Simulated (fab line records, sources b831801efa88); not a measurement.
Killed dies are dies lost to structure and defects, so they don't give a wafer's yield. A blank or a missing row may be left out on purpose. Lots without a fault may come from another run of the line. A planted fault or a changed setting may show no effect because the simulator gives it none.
A struck lot beside a sound one | flow sky130 | 22 steps out of a route of 708
Sound: wafers L613.2, L613.3, L613.5. Struck: wafers L622.3, L622.4, L622.6. The cause comes at the end.
At each step with rows: each side's tool, then ch and its chambers, then its first start. Under that, the readings that differ: sound wafers | struck wafers | difference of the means | sigmas: that difference in standard deviations of wafers without a fault.
alike: readings whose means differ by less than 2 such deviations, and words and numbers that are the same on both sides. not compared: withheld readings, readings that some wafer has no value for, bounds like >300 that may hide the same value, and numbers for which the record gives no deviation and whose values overlap.
The two part at a step that has a row with sigmas, a row that says differs or no value, or rows on one side only. Numbers that don't overlap but have no deviation are shown without sigmas and don't part them. A reading that every wafer of one side lacks parts them only if that side has two wafers or more.

first, 1 step without rows for these wafers: SKY_LOCAL_INTERCONNECT_CLEAN_18 (cleans in O3/DIW).
SKY_CONTACT_CVD_00: deposits Si3N4, target thk 75 nm.
  sound on pecvd-02 ch 0, day 33 17:49; struck on pecvd-02 ch 0,1,2, day 35 19:34
  alike: heater_power_w
SKY_CONTACT_THK_MEAS_01:
  sound on film_metro-04, day 33 17:55; struck on film_metro-04, day 35 19:38
  alike: CONTACT_CVD_00_THK
then, 1 step without rows for these wafers: SKY_CONTACT_HDPCVD_02 (deposits SiO2, target thk 565 nm, time 94.2 s).
SKY_CONTACT_THK_MEAS_03:
  sound on film_metro-03, day 33 18:02; struck on film_metro-01, day 35 19:46
  alike: CONTACT_HDPCVD_THK
SKY_CONTACT_CMP_04: polishes SiO2.
  sound on cmp-02 ch 1,2, day 33 18:05; struck on cmp-02 ch 1,3, day 35 19:48
  alike: motor_current_A, slurry_flow_ml_min, time_to_endpoint_s
SKY_CONTACT_BOW_MEAS_05:
  sound on film_metro-03, day 33 18:25; struck on film_metro-04, day 35 20:08
  alike: CONTACT_BOW
then, 5 steps without rows for these wafers: SKY_CONTACT_DEHYDRATE_06 (time 60 s); SKY_CONTACT_HMDS_07 (prime time 60 s); SKY_CONTACT_COAT_08 (resist thk 60 nm); SKY_CONTACT_COAT_09 (resist thk 450 nm); SKY_CONTACT_SOFTBAKE_10 (time 90 s).
SKY_CONTACT_EXPOSE_11: exposes mask CTM1, target cd 170 nm.
  sound on krf_scanner-02 ch 0, day 34 08:02; struck on krf_scanner-02 ch 0, day 36 10:13
  reading              | sound             | struck            | difference | sigmas
  exposure_dose_mJ_cm2 | 37.94 37.99 37.91 | 37.10 37.08 37.08 | -0.86      | -6
  alike: mask
then, 2 steps without rows for these wafers: SKY_CONTACT_PEB_12; SKY_CONTACT_DEVELOP_13 (develop time 60 s).
SKY_CONTACT_CD_MEAS_14: target cd 170 nm.
  sound on cd_sem-02, day 34 21:08; struck on cd_sem-02, day 36 23:09
  reading    | sound             | struck            | difference | sigmas
  cd_nm (nm) | 168.6 169.4 170.5 | 164.3 164.5 165.6 | -4.7       | -3
  not compared: hold
SKY_CONTACT_OVL_MEAS_15:
  sound on overlay-02, day 34 21:14; struck on overlay-01, day 36 23:14
  alike: CONTACT_OVL
SKY_CONTACT_ETCH_16: etches BARC in N2/H2, stops on SiO2, time 45.9 s, target depth 60 nm.
  sound on rie_diel-02 ch 1,2, day 34 21:16; struck on rie_diel-03 ch 1,3, day 36 23:16
  reading                  | sound             | struck            | difference | sigmas
  model.CONTACT.cd_nm (nm) | 169.4 168.6 169.6 | 165.4 163.9 166.3 | -4.0       |
  alike: bias_w, chamber_pressure_mTorr, drypump_motor_current_A, oes_product_au, throttle_valve_pct
  not compared: rf_hours_counter_h
SKY_CONTACT_ETCH_17: etches SiO2 in C4F8/O2/Ar, stops on Si3N4, target depth 340 nm.
  sound on rie_diel-02 ch 1,2, day 34 21:19; struck on rie_diel-03 ch 1,3, day 36 23:19
  alike: bias_w, chamber_pressure_mTorr, oes_product_au
SKY_CONTACT_ETCH_18: etches Si3N4 in CHF3/O2, stops on TiN, time 39 s, target depth 75 nm.
  sound on rie_diel-02 ch 1,2; struck on rie_diel-03 ch 1,3
  reading                  | sound             | struck          | difference | sigmas
  model.CONTACT.cd_nm (nm) | 169.2 168.4 169.7 | 165.8 164 166.7 | -3.6       |
  alike: bias_w, chamber_pressure_mTorr, drypump_motor_current_A, oes_product_au, throttle_valve_pct
  not compared: rf_hours_counter_h
SKY_CONTACT_STRIP_19: strips in O2/N2.
  sound on plasma_asher-01 ch 0, day 34 21:24; struck on plasma_asher-02 ch 0,1, day 36 23:26
  alike: chamber_pressure_mTorr, drypump_motor_current_A, oes_product_au, strip_time_to_endpoint_s
  not compared: rf_hours_counter_h
-- the record jumps here: 13 days lie between the struck wafers' starts before and after (it left off in module CONTACT and takes up again in module PAD_OPEN, whose first step shown is number 708 of the route) --
SKY_PAD_OPEN_PROBE_99:
  sound on prober-01, day 48 03:59; struck on prober-02, day 49 16:20
  reading            | sound    | struck | difference | sigmas
  killed_at_contacts | 25 20 17 | 31     | +10        | +2
  alike: killed_at_M0_to_M3, killed_at_M4_up, killed_at_front_end, killed_at_other, killed_dies, killed_on_rim, killed_open, killed_short

WHERE THEY PART
First at SKY_CONTACT_EXPOSE_11; last, within this record, at SKY_PAD_OPEN_PROBE_99.

WHY: what the simulator had put in
Process parameter drift: krf_scanner-02, from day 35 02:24 on, at SKY_CONTACT_EXPOSE_11. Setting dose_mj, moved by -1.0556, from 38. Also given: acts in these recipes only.
